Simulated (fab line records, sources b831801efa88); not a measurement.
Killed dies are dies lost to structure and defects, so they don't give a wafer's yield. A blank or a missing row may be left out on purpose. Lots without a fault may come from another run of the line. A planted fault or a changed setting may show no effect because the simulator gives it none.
Which tool did it? | flow gf180mcu | 12 lots, 36 wafers sampled, at 5 steps of a route of 602

WHAT THE GAUGES READ, wafer by wafer
GF_M3_CD_MEAS_14: target cd 280 nm. Usual: cd_nm 279.8 nm, standard deviation 1.
lot  | measured     | on        | cd_nm (nm)        | flag
L801 | day 21 08:08 | cd_sem-02 | 281.2 280.7 279.9 |
L802 | day 21 23:04 | cd_sem-01 | 280.5 280.0 280.0 |
L803 | day 22 02:22 | cd_sem-01 | 280.5 280.5 279.8 |
L806 | day 23 03:53 | cd_sem-02 | 280.8 282.2 281.7 |
L807 | day 23 10:16 | cd_sem-02 | 280.5 279.8 281.2 |
L809 | day 24 08:50 | cd_sem-02 | 280.1 280.9 280.4 |
L811 | day 25 03:04 | cd_sem-02 | 280.8 280.6 280.3 |
L812 | day 25 05:52 | cd_sem-01 | 279.2 278.9 280.6 |
L815 | day 26 03:55 | cd_sem-02 | 272.3 272.8 272.4 | OFF
L822 | day 28 03:29 | cd_sem-01 | 271.8 274.6 272.0 | OFF
L823 | day 28 18:11 | cd_sem-01 | 281.2 280.6 281.2 |
L824 | day 28 22:47 | cd_sem-02 | 277.3 277.3 276.6 |

GF_V3_BOW_MEAS_05. Usual: V3_BOW 116 um, standard deviation 9.
lot  | measured     | on            | V3_BOW (um) | flag
L801 | day 21 09:59 | film_metro-03 | 126 124 116 |
L802 | day 22 00:50 | film_metro-02 | 122 118 105 |
L803 | day 22 03:44 | film_metro-04 | 109 124 118 |
L806 | day 23 05:20 | film_metro-02 | 103 121 118 |
L807 | day 23 11:47 | film_metro-03 | 114 106 136 |
L809 | day 24 10:15 | film_metro-03 | 112 113 113 |
L811 | day 25 04:26 | film_metro-02 | 107 109 103 |
L812 | day 25 07:14 | film_metro-02 | 110 120 119 |
L815 | day 26 05:18 | film_metro-04 | 126 119 118 |
L822 | day 28 04:52 | film_metro-02 | 123 121 132 |
L823 | day 28 19:36 | film_metro-02 | 116 121 114 |
L824 | day 29 00:12 | film_metro-03 | 102 107 101 |

WHICH TOOL RAN EACH LOT (tool, then ch and the chambers of the sampled wafers, then the start)
lot  | GF_M2_STRIP_17                       | GF_V2_CMP_04                  | GF_M3_PEB_12
L801 | plasma_asher-04 ch 0,1, day 19 04:50 | cmp-02 ch 0,1,3, day 19 05:59 | litho_track-03 ch 0, day 21 07:47
L802 | plasma_asher-01 ch 0,1, day 19 19:59 | cmp-02 ch 0,1, day 19 20:52   | litho_track-02 ch 0, day 21 22:44
L803 | plasma_asher-03 ch 0,1, day 19 23:52 | cmp-01 ch 2,3, day 20 00:44   | litho_track-03 ch 0, day 22 02:01
L806 | plasma_asher-04 ch 0,1, day 21 02:20 | cmp-02 ch 0,3, day 21 03:12   | litho_track-03 ch 0, day 23 03:32
L807 | plasma_asher-03 ch 0,1, day 21 08:46 | cmp-01 ch 1,2,3, day 21 09:36 | litho_track-04 ch 0, day 23 09:56
L809 | plasma_asher-04 ch 0,1, day 22 08:52 | cmp-02 ch 0,1,3, day 22 09:44 | litho_track-03 ch 0, day 24 08:29
L811 | plasma_asher-01 ch 0,1, day 23 03:37 | cmp-01 ch 0,1,3, day 23 04:50 | litho_track-02 ch 0, day 25 02:44
L812 | plasma_asher-03 ch 0,1, day 23 07:05 | cmp-01 ch 0,1, day 23 07:56   | litho_track-04 ch 0, day 25 05:32
L815 | plasma_asher-01 ch 0,1, day 24 05:50 | cmp-02 ch 1,2,3, day 24 06:37 | litho_track-02 ch 0, day 26 03:34
L822 | plasma_asher-04 ch 0,1, day 26 07:32 | cmp-01 ch 1,2,3, day 26 08:24 | litho_track-02 ch 0, day 28 03:10
L823 | plasma_asher-01 ch 0,1, day 26 23:31 | cmp-02 ch 0,1,2, day 27 00:23 | litho_track-03 ch 0, day 28 17:50
L824 | plasma_asher-04 ch 0,1, day 27 03:17 | cmp-01 ch 0,1,3, day 27 04:20 | litho_track-04 ch 0, day 28 22:26
- GF_M2_STRIP_17: strips in O2/N2.
- GF_V2_CMP_04: polishes SiO2.
- GF_M3_PEB_12: peb time 90 s.

WHAT THE TOOLS THEMSELVES READ (means of the sampled wafers that have a number; where no wafer has one, the mark that the record gives instead)
GF_M2_STRIP_17. Usual: drypump_motor_current_A 5.9 A, standard deviation 0.41; heater_power_w 313 W, standard deviation 32; oes_product_au 0.538 a.u., standard deviation 0.0053; strip_time_to_endpoint_s 7.39 s, standard deviation 0.054.
lot  | tool            | drypump_motor_current_A (A) | heater_power_w (W) | oes_product_au (a.u.) | strip_time_to_endpoint_s (s) | flag
L801 | plasma_asher-04 | 6.0                         | 342                | 0.543                 | 7.37                         |
L802 | plasma_asher-01 | 6.0                         | 300                | 0.533                 | 7.36                         |
L803 | plasma_asher-03 | 6.1                         | 285                | 0.539                 | 7.42                         |
L806 | plasma_asher-04 | 6.0                         | 341                | 0.539                 | 7.40                         |
L807 | plasma_asher-03 | 5.9                         | 302                | 0.537                 | 7.42                         |
L809 | plasma_asher-04 | 6.0                         | 338                | 0.544                 | 7.44                         |
L811 | plasma_asher-01 | 6.0                         | 298                | 0.535                 | 7.34                         |
L812 | plasma_asher-03 | 5.9                         | 305                | 0.537                 | 7.44                         |
L815 | plasma_asher-01 | 6.1                         | 309                | 0.534                 | 7.35                         |
L822 | plasma_asher-04 | 5.7                         | 319                | 0.542                 | 7.45                         |
L823 | plasma_asher-01 | 6.0                         | 299                | 0.542                 | 7.44                         |
L824 | plasma_asher-04 | 5.7                         | 314                | 0.537                 | 7.36                         |

GF_V2_CMP_04. Usual: motor_current_A 12.9 A, standard deviation 1.8; time_to_endpoint_s 81 s, standard deviation 6.6.
lot  | tool   | motor_current_A (A) | time_to_endpoint_s (s) | flag
L801 | cmp-02 | 14.7                | 79                     |
L802 | cmp-02 | 14.3                | 77                     |
L803 | cmp-01 | 10.9                | 85                     |
L806 | cmp-02 | 14.4                | 82                     |
L807 | cmp-01 | 10.5                | 82                     |
L809 | cmp-02 | 14.3                | 76                     |
L811 | cmp-01 | 11.1                | 85                     |
L812 | cmp-01 | 11.9                | 76                     |
L815 | cmp-02 | 13.5                | 78                     |
L822 | cmp-01 | 10.9                | 85                     |
L823 | cmp-02 | 14.1                | 86                     |
L824 | cmp-01 | 11.3                | 78                     |

GF_M3_PEB_12. Usual: heater_power_total_W 85.69 W, standard deviation 0.088; plate_temp_C 134.97 C, standard deviation 0.14.
lot  | tool           | heater_power_total_W (W) | plate_temp_C (C) | flag
L801 | litho_track-03 | 85.62                    | 135.12           |
L802 | litho_track-02 | 85.67                    | 134.78           |
L803 | litho_track-03 | 85.75                    | 134.93           |
L806 | litho_track-03 | 85.65                    | 135.00           |
L807 | litho_track-04 | 85.64                    | 134.81           |
L809 | litho_track-03 | 85.70                    | 135.08           |
L811 | litho_track-02 | 85.73                    | 134.96           |
L812 | litho_track-04 | 85.67                    | 135.00           |
L815 | litho_track-02 | 88.37                    | 138.32           | OFF
L822 | litho_track-02 | 88.44                    | 138.09           | OFF
L823 | litho_track-03 | 85.70                    | 135.07           |
L824 | litho_track-04 | 85.68                    | 134.91           |

THE ANSWER, worked out from the rows above alone
Rule: a lot is off if the mean of its wafers that have a number lies more than 3 standard deviations from the usual mean. A lot without any number at a reading at which 4 lots or more have one is off too. The other lots that the step has rows for count as sound. The gauges are gone through in route order, then the tools' own readings, and for those a lot's mean is taken as printed above. The first step at which some lot is off is used, and at that step the reading that is off furthest; a lot without a number counts as furthest.
Off: L815, L822, at GF_M3_CD_MEAS_14 (cd_nm).
A tool fits if, at a process step before that reading, it ran every lot that is off, and no sound lot after the first of them. The gauges at GF_M3_CD_MEAS_14 aren't tried: what is off there is off at GF_M3_PEB_12 too, on other tools, and a gauge's error can't cause that. One fits: litho_track-02 at GF_M3_PEB_12. Its last sound lot is L811 (day 25 02:44), its first lot that is off L815 (day 26 03:34): a fault that began between those two fits.
The tool's own readings at GF_M3_PEB_12 bear it out: on the lots that are off they differ by more than 5 times the standard deviation of the sound lots' means. heater_power_total_W reads 88.41 W there against 85.68 W on the sound lots; plate_temp_C reads 138.20 C there against 134.97 C on the sound lots.

WHAT THE SIMULATOR HAD PUT IN
Process parameter drift: litho_track-02, from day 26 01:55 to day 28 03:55, at GF_M3_PEB_12. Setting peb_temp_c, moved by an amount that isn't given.
Lots struck among those shown: L815, L822. The rule above found the same.
